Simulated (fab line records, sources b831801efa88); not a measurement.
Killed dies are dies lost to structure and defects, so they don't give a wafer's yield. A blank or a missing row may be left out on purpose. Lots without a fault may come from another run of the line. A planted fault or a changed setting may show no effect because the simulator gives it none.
Which tool did it? | flow sky130 | 14 lots, 42 wafers sampled, at 7 steps of a route of 708

WHAT THE GAUGES READ, wafer by wafer
The record holds no reading of a measuring or inspecting step that can be judged against a usual standard deviation.

WHICH TOOL RAN EACH LOT (tool, then ch and the chambers of the sampled wafers, then the start)
lot  | SKY_LDD_HVP_STRIP_09                 | SKY_VIA1_ETCH_14                   | SKY_VIA1_ETCH_15                   | SKY_VIA1_STRIP_16                    | SKY_METAL2_SPUTTER_00        | SKY_METAL3_SPUTTER_03        | SKY_METAL3_ETCH_16
L672 | plasma_asher-02 ch 0,1, day 21 22:26 | rie_diel-03 ch 0,1,2, day 34 07:20 | rie_diel-03 ch 0,1,2, day 34 07:23 | plasma_asher-01 ch 0,1, day 34 07:26 | pvd_sputter-01, day 34 08:39 | pvd_sputter-03, day 36 16:44 | rie_metal-02 ch 1, day 38 21:39
L673 | plasma_asher-01 ch 0,1, day 22 02:13 | rie_diel-03 ch 0,1,2, day 34 09:33 | rie_diel-03 ch 0,1,2, day 34 09:35 | plasma_asher-04 ch 0,1, day 34 09:38 | pvd_sputter-02, day 34 10:52 | pvd_sputter-01, day 36 18:44 | rie_metal-03 ch 0,1, day 38 23:20
L674 | plasma_asher-01 ch 0,1, day 22 15:29 | rie_diel-03 ch 1,2,3, day 34 21:06 | rie_diel-03 ch 1,2,3, day 34 21:08 | plasma_asher-03 ch 0,1, day 34 21:11 | pvd_sputter-03, day 34 22:25 | pvd_sputter-04, day 37 06:34 | rie_metal-04 ch 0,1, day 39 11:02
L675 | plasma_asher-03 ch 1, day 23 00:55   | rie_diel-03 ch 0,1, day 35 06:30   | rie_diel-03 ch 0,1, day 35 06:32   | plasma_asher-01 ch 0,1, day 35 06:35 | pvd_sputter-03, day 35 07:53 | pvd_sputter-01, day 37 14:46 | rie_metal-02 ch 0, day 39 18:35
L684 | plasma_asher-01 ch 0,1, day 26 04:02 | rie_diel-02 ch 0,1,2, day 38 00:30 | rie_diel-02 ch 0,1,2, day 38 00:32 | plasma_asher-04 ch 0,1, day 38 00:35 | pvd_sputter-03, day 38 01:52 | pvd_sputter-03, day 40 07:23 | rie_metal-04 ch 0,1, day 42 09:04
L685 | plasma_asher-02 ch 0,1, day 26 14:02 | rie_diel-03 ch 1,2, day 38 07:29   | rie_diel-03 ch 1,2, day 38 07:32   | plasma_asher-03 ch 0,1, day 38 07:35 | pvd_sputter-01, day 38 08:51 | pvd_sputter-01, day 40 14:00 | rie_metal-02 ch 0,1, day 42 14:58
L686 | plasma_asher-01 ch 0,1, day 26 23:55 | rie_diel-03 ch 2,3, day 38 20:11   | rie_diel-03 ch 2,3, day 38 20:14   | plasma_asher-04 ch 0,1, day 38 20:17 | pvd_sputter-03, day 38 21:35 | pvd_sputter-03, day 41 02:36 | rie_metal-02 ch 0,1, day 43 02:38
L687 | plasma_asher-03 ch 0,1, day 27 02:52 | rie_diel-04 ch 0,3, day 38 20:48   | rie_diel-04 ch 0,3, day 38 20:50   | plasma_asher-01 ch 0,1, day 38 20:53 | pvd_sputter-01, day 38 22:10 | pvd_sputter-03, day 41 03:18 | rie_metal-02 ch 0,1, day 43 04:08
L688 | plasma_asher-03 ch 0,1, day 27 06:57 | rie_diel-03 ch 0,3, day 38 21:12   | rie_diel-03 ch 0,3, day 38 21:14   | plasma_asher-03 ch 0,1, day 38 21:19 | pvd_sputter-03, day 38 22:37 | pvd_sputter-01, day 41 03:42 | rie_metal-02 ch 0,1, day 43 04:34
L689 | plasma_asher-01 ch 0,1, day 27 13:56 | rie_diel-04 ch 0,2,3, day 39 06:18 | rie_diel-04 ch 0,2,3, day 39 06:20 | plasma_asher-03 ch 0,1, day 39 06:23 | pvd_sputter-01, day 39 07:47 | pvd_sputter-01, day 41 11:50 | rie_metal-04 ch 0,1, day 43 12:41
L690 | plasma_asher-02 ch 0,1, day 28 04:23 | rie_diel-03 ch 0,1, day 39 20:57   | rie_diel-03 ch 0,1, day 39 20:59   | plasma_asher-01 ch 0,1, day 39 21:02 | pvd_sputter-02, day 39 22:20 | pvd_sputter-01, day 42 01:43 | rie_metal-04 ch 0,1, day 44 01:20
L692 | plasma_asher-03 ch 0,1, day 28 17:50 | rie_diel-03 ch 0,3, day 40 07:15   | rie_diel-03 ch 0,3, day 40 07:17   | plasma_asher-03 ch 0,1, day 40 07:20 | pvd_sputter-02, day 40 08:39 | pvd_sputter-01, day 42 12:08 | rie_metal-03 ch 1, day 44 10:21
L693 | plasma_asher-03 ch 0,1, day 29 05:02 | rie_diel-02 ch 0,2, day 40 19:02   | rie_diel-02 ch 0,2, day 40 19:05   | plasma_asher-03 ch 0,1, day 40 19:08 | pvd_sputter-01, day 40 20:23 | pvd_sputter-01, day 43 00:35 | rie_metal-03 ch 1, day 44 23:08
L695 | plasma_asher-03 ch 0,1, day 29 18:13 | rie_diel-02 ch 0,1,2, day 41 04:09 | rie_diel-02 ch 0,1,2, day 41 04:11 | plasma_asher-03 ch 0,1, day 41 04:14 | pvd_sputter-03, day 41 05:49 | pvd_sputter-03, day 43 09:07 | rie_metal-03 ch 1, day 45 06:02
- SKY_LDD_HVP_STRIP_09: strips in O2/N2.
- SKY_VIA1_ETCH_14: etches BARC in N2/H2, stops on SiO2, time 45.9 s, target depth 60 nm.
- SKY_VIA1_ETCH_15: etches SiO2 in C4F8/O2/Ar, stops on TiN, target depth 351 nm, time 54 s.
- SKY_VIA1_STRIP_16: strips in O2/N2.
- SKY_METAL2_SPUTTER_00: material Ti, target thk 15 nm, time 10 s.
- SKY_METAL3_SPUTTER_03: material Ti, target thk 5 nm, time 3.3 s.
- SKY_METAL3_ETCH_16: etches BARC in N2/H2, stops on SiO2, time 88.2 s, target depth 60 nm.

WHAT THE TOOLS THEMSELVES READ (means of the sampled wafers that have a number; where no wafer has one, the mark that the record gives instead)
SKY_LDD_HVP_STRIP_09. Usual: chamber_pressure_mTorr 1500.2 mTorr, standard deviation 1.3; drypump_motor_current_A 5.7 A, standard deviation 0.4; oes_product_au 0.408 a.u., standard deviation 0.0044; strip_time_to_endpoint_s 4.133 s, standard deviation 0.013.
lot  | tool            | chamber_pressure_mTorr (mTorr) | drypump_motor_current_A (A) | oes_product_au (a.u.) | strip_time_to_endpoint_s (s) | flag
L672 | plasma_asher-02 | 1501.4                         | 5.1                         | 0.403                 | 4.133                        |
L673 | plasma_asher-01 | 1499.3                         | 5.6                         | 0.409                 | 4.127                        |
L674 | plasma_asher-01 | 1500.3                         | 5.5                         | 0.410                 | 4.137                        |
L675 | plasma_asher-03 | 1499.5                         | 5.9                         | 0.411                 | 4.142                        |
L684 | plasma_asher-01 | 1501.3                         | 5.7                         | 0.407                 | 4.137                        |
L685 | plasma_asher-02 | 1501.0                         | 5.2                         | 0.406                 | 4.115                        |
L686 | plasma_asher-01 | 1499.1                         | 5.8                         | 0.413                 | 4.137                        |
L687 | plasma_asher-03 | 1499.8                         | 6.0                         | 0.410                 | 4.146                        |
L688 | plasma_asher-03 | 1500.5                         | 6.0                         | 0.410                 | 4.132                        |
L689 | plasma_asher-01 | 1500.6                         | 5.8                         | 0.404                 | 4.126                        |
L690 | plasma_asher-02 | 1500.3                         | 5.2                         | 0.406                 | 4.135                        |
L692 | plasma_asher-03 | 1498.9                         | 6.0                         | 0.407                 | 4.131                        |
L693 | plasma_asher-03 | 1499.4                         | 6.0                         | 0.406                 | 4.120                        |
L695 | plasma_asher-03 | 1501.1                         | 6.1                         | 0.406                 | 4.146                        |

SKY_VIA1_ETCH_14. Usual: chamber_pressure_mTorr 30.005 mTorr, standard deviation 0.026; drypump_motor_current_A 5.7 A, standard deviation 0.54; h2_flow_sccm 200.0 sccm, standard deviation 0.61; oes_product_au 0.855 a.u., standard deviation 0.0048; run_length_s 74.2 s, standard deviation 0.47; throttle_valve_pct 13.225 %, standard deviation 0.0089.
lot  | tool        | chamber_pressure_mTorr (mTorr) | drypump_motor_current_A (A) | h2_flow_sccm (sccm) | oes_product_au (a.u.) | run_length_s (s) | throttle_valve_pct (%) | flag
L672 | rie_diel-03 | 29.983                         | 5.6                         | 200.0               | 0.851                 | 74.0             | 13.228                 |
L673 | rie_diel-03 | 30.011                         | 5.7                         | 200.1               | 0.854                 | 74.0             | 13.225                 |
L674 | rie_diel-03 | 30.008                         | 6.1                         | 200.3               | 0.902                 | 69.9             | 13.236                 | OFF
L675 | rie_diel-03 | 30.017                         | 5.2                         | 200.0               | 0.906                 | 69.4             | 13.228                 | OFF
L684 | rie_diel-02 | 30.007                         | 5.6                         | 200.0               | 0.853                 | 74.4             | 13.222                 |
L685 | rie_diel-03 | 30.024                         | 6.2                         | 199.1               | 0.858                 | 74.1             | 13.221                 |
L686 | rie_diel-03 | 30.002                         | 6.4                         | 200.2               | 0.858                 | 74.5             | 13.232                 |
L687 | rie_diel-04 | 30.002                         | 5.7                         | 199.7               | 0.854                 | 74.1             | 13.220                 |
L688 | rie_diel-03 | 29.984                         | 5.5                         | 200.2               | 0.856                 | 74.1             | 13.224                 |
L689 | rie_diel-04 | 29.985                         | 6.0                         | 200.2               | 0.853                 | 74.0             | 13.238                 |
L690 | rie_diel-03 | 29.992                         | 5.2                         | 200.0               | 0.855                 | 74.0             | 13.221                 |
L692 | rie_diel-03 | 30.031                         | 5.9                         | 199.6               | 0.853                 | 74.4             | 13.229                 |
L693 | rie_diel-02 | 30.017                         | 5.9                         | 199.8               | 0.856                 | 74.2             | 13.233                 |
L695 | rie_diel-02 | 30.007                         | 5.6                         | 200.1               | 0.857                 | 74.5             | 13.227                 |

SKY_VIA1_ETCH_15. Usual: chamber_pressure_mTorr 40.00 mTorr, standard deviation 0.036; oes_product_au 0.983 a.u., standard deviation 0.0055; run_length_s 82.3 s, standard deviation 0.48.
lot  | tool        | chamber_pressure_mTorr (mTorr) | oes_product_au (a.u.) | run_length_s (s) | flag
L672 | rie_diel-03 | 40.02                          | 0.980                 | 82.2             |
L673 | rie_diel-03 | 39.98                          | 0.981                 | 82.4             |
L674 | rie_diel-03 | 39.97                          | 0.782                 | 82.3             | OFF
L675 | rie_diel-03 | 39.97                          | 0.782                 | 81.9             | OFF
L684 | rie_diel-02 | 39.98                          | 0.987                 | 82.6             |
L685 | rie_diel-03 | 39.99                          | 0.981                 | 82.2             |
L686 | rie_diel-03 | 40.01                          | 0.989                 | 82.8             |
L687 | rie_diel-04 | 40.02                          | 0.986                 | 82.3             |
L688 | rie_diel-03 | 40.02                          | 0.979                 | 82.3             |
L689 | rie_diel-04 | 40.00                          | 0.980                 | 82.0             |
L690 | rie_diel-03 | 39.99                          | 0.977                 | 82.0             |
L692 | rie_diel-03 | 39.99                          | 0.980                 | 82.7             |
L693 | rie_diel-02 | 39.99                          | 0.989                 | 82.5             |
L695 | rie_diel-02 | 39.99                          | 0.986                 | 82.7             |

SKY_VIA1_STRIP_16. Usual: chamber_pressure_mTorr 1500.2 mTorr, standard deviation 1.3; drypump_motor_current_A 5.8 A, standard deviation 0.45; oes_product_au 0.414 a.u., standard deviation 0.0051; strip_time_to_endpoint_s 4.441 s, standard deviation 0.025.
lot  | tool            | chamber_pressure_mTorr (mTorr) | drypump_motor_current_A (A) | oes_product_au (a.u.) | strip_time_to_endpoint_s (s) | flag
L672 | plasma_asher-01 | 1501.8                         | 5.6                         | 0.414                 | 4.452                        |
L673 | plasma_asher-04 | 1500.2                         | 5.2                         | 0.415                 | 4.455                        |
L674 | plasma_asher-03 | 1499.5                         | 6.1                         | 0.413                 | 4.502                        |
L675 | plasma_asher-01 | 1501.2                         | 5.6                         | 0.419                 | 4.493                        |
L684 | plasma_asher-04 | 1500.5                         | 5.2                         | 0.413                 | 4.469                        |
L685 | plasma_asher-03 | 1500.8                         | 6.0                         | 0.418                 | 4.442                        |
L686 | plasma_asher-04 | 1500.0                         | 5.2                         | 0.416                 | 4.438                        |
L687 | plasma_asher-01 | 1500.2                         | 5.6                         | 0.415                 | 4.422                        |
L688 | plasma_asher-03 | 1501.5                         | 6.0                         | 0.415                 | 4.439                        |
L689 | plasma_asher-03 | 1500.1                         | 6.0                         | 0.410                 | 4.427                        |
L690 | plasma_asher-01 | 1498.8                         | 5.6                         | 0.418                 | 4.440                        |
L692 | plasma_asher-03 | 1500.4                         | 6.0                         | 0.414                 | 4.441                        |
L693 | plasma_asher-03 | 1500.3                         | 6.0                         | 0.416                 | 4.432                        |
L695 | plasma_asher-03 | 1500.3                         | 6.0                         | 0.416                 | 4.430                        |

SKY_METAL2_SPUTTER_00. Usual: chamber_pressure_pa 0.4001 Pa, standard deviation 0.00076; throttle_valve_pct 29.5 %, standard deviation 0.91.
lot  | tool           | chamber_pressure_pa (Pa) | throttle_valve_pct (%) | flag
L672 | pvd_sputter-01 | 0.3997                   | 29.8                   |
L673 | pvd_sputter-02 | 0.4003                   | 29.6                   |
L674 | pvd_sputter-03 | 0.3995                   | 29.4                   |
L675 | pvd_sputter-03 | 0.4005                   | 28.2                   |
L684 | pvd_sputter-03 | 0.3999                   | 29.6                   |
L685 | pvd_sputter-01 | 0.3997                   | 30.4                   |
L686 | pvd_sputter-03 | 0.4001                   | 28.9                   |
L687 | pvd_sputter-01 | 0.4000                   | 29.8                   |
L688 | pvd_sputter-03 | 0.4015                   | 30.1                   |
L689 | pvd_sputter-01 | 0.4013                   | 29.1                   |
L690 | pvd_sputter-02 | 0.3995                   | 29.5                   |
L692 | pvd_sputter-02 | 0.4005                   | 29.6                   |
L693 | pvd_sputter-01 | 0.4000                   | 29.7                   |
L695 | pvd_sputter-03 | 0.3997                   | 29.5                   |

SKY_METAL3_SPUTTER_03. Usual: chamber_pressure_pa 0.3999 Pa, standard deviation 0.00072; throttle_valve_pct 29.7 %, standard deviation 1.
lot  | tool           | chamber_pressure_pa (Pa) | throttle_valve_pct (%) | flag
L672 | pvd_sputter-03 | 0.4007                   | 29.2                   |
L673 | pvd_sputter-01 | 0.4003                   | 30.4                   |
L674 | pvd_sputter-04 | 0.3997                   | 29.6                   |
L675 | pvd_sputter-01 | 0.3996                   | 30.4                   |
L684 | pvd_sputter-03 | 0.3998                   | 30.2                   |
L685 | pvd_sputter-01 | 0.3995                   | 30.0                   |
L686 | pvd_sputter-03 | 0.4004                   | 28.8                   |
L687 | pvd_sputter-03 | 0.4000                   | 29.4                   |
L688 | pvd_sputter-01 | 0.3998                   | 29.7                   |
L689 | pvd_sputter-01 | 0.4005                   | 30.9                   |
L690 | pvd_sputter-01 | 0.3994                   | 29.2                   |
L692 | pvd_sputter-01 | 0.4000                   | 29.1                   |
L693 | pvd_sputter-01 | 0.4004                   | 30.6                   |
L695 | pvd_sputter-03 | 0.4002                   | 29.3                   |

SKY_METAL3_ETCH_16. Usual: chamber_pressure_mTorr 30.003 mTorr, standard deviation 0.027; drypump_motor_current_A 5.92 A, standard deviation 0.3; h2_flow_sccm 200.1 sccm, standard deviation 0.61; oes_product_au 0.625 a.u., standard deviation 0.0043; run_length_s 116.8 s, standard deviation 1; throttle_valve_pct 13.205 %, standard deviation 0.0098.
lot  | tool         | chamber_pressure_mTorr (mTorr) | drypump_motor_current_A (A) | h2_flow_sccm (sccm) | oes_product_au (a.u.) | run_length_s (s) | throttle_valve_pct (%) | flag
L672 | rie_metal-02 | 30.009                         | 5.57                        | 200.7               | 0.621                 | 117.1            | 13.198                 |
L673 | rie_metal-03 | 30.034                         | 6.24                        | 200.1               | 0.626                 | 116.5            | 13.204                 |
L674 | rie_metal-04 | 30.011                         | 5.79                        | 199.9               | 0.627                 | 116.0            | 13.215                 |
L675 | rie_metal-02 | 29.993                         | 6.00                        | 200.6               | 0.621                 | 116.0            | 13.215                 |
L684 | rie_metal-04 | 30.032                         | 5.80                        | 199.5               | 0.627                 | 116.2            | 13.203                 |
L685 | rie_metal-02 | 30.024                         | 5.86                        | 200.1               | 0.628                 | 116.5            | 13.210                 |
L686 | rie_metal-02 | 30.029                         | 5.86                        | 200.5               | 0.624                 | 116.5            | 13.205                 |
L687 | rie_metal-02 | 30.009                         | 5.87                        | 199.7               | 0.626                 | 116.4            | 13.214                 |
L688 | rie_metal-02 | 30.026                         | 5.71                        | 200.3               | 0.627                 | 116.6            | 13.211                 |
L689 | rie_metal-04 | 30.020                         | 5.81                        | 200.1               | 0.623                 | 116.1            | 13.203                 |
L690 | rie_metal-04 | 30.023                         | 5.81                        | 199.3               | 0.625                 | 115.8            | 13.207                 |
L692 | rie_metal-03 | 30.009                         | 6.46                        | 200.1               | 0.625                 | 116.6            | 13.205                 |
L693 | rie_metal-03 | 30.004                         | 6.43                        | 199.6               | 0.625                 | 120.0            | 13.203                 | OFF
L695 | rie_metal-03 | 30.000                         | 6.43                        | 199.9               | 0.627                 | 120.0            | 13.201                 | OFF

THE ANSWER, worked out from the rows above alone
Rule: a lot is off if the mean of its wafers that have a number lies more than 3 standard deviations from the usual mean. A lot without any number at a reading at which 4 lots or more have one is off too. The other lots that the step has rows for count as sound. The gauges are gone through in route order, then the tools' own readings, and for those a lot's mean is taken as printed above. The first step at which some lot is off is used, and at that step the reading that is off furthest; a lot without a number counts as furthest.
Off: L674, L675, at SKY_VIA1_ETCH_14 (oes_product_au).
A tool fits if, at that step or a process step before it, it ran every lot that is off, and no sound lot after the first of them. None of those tried fits.

WHAT THE SIMULATOR HAD PUT IN
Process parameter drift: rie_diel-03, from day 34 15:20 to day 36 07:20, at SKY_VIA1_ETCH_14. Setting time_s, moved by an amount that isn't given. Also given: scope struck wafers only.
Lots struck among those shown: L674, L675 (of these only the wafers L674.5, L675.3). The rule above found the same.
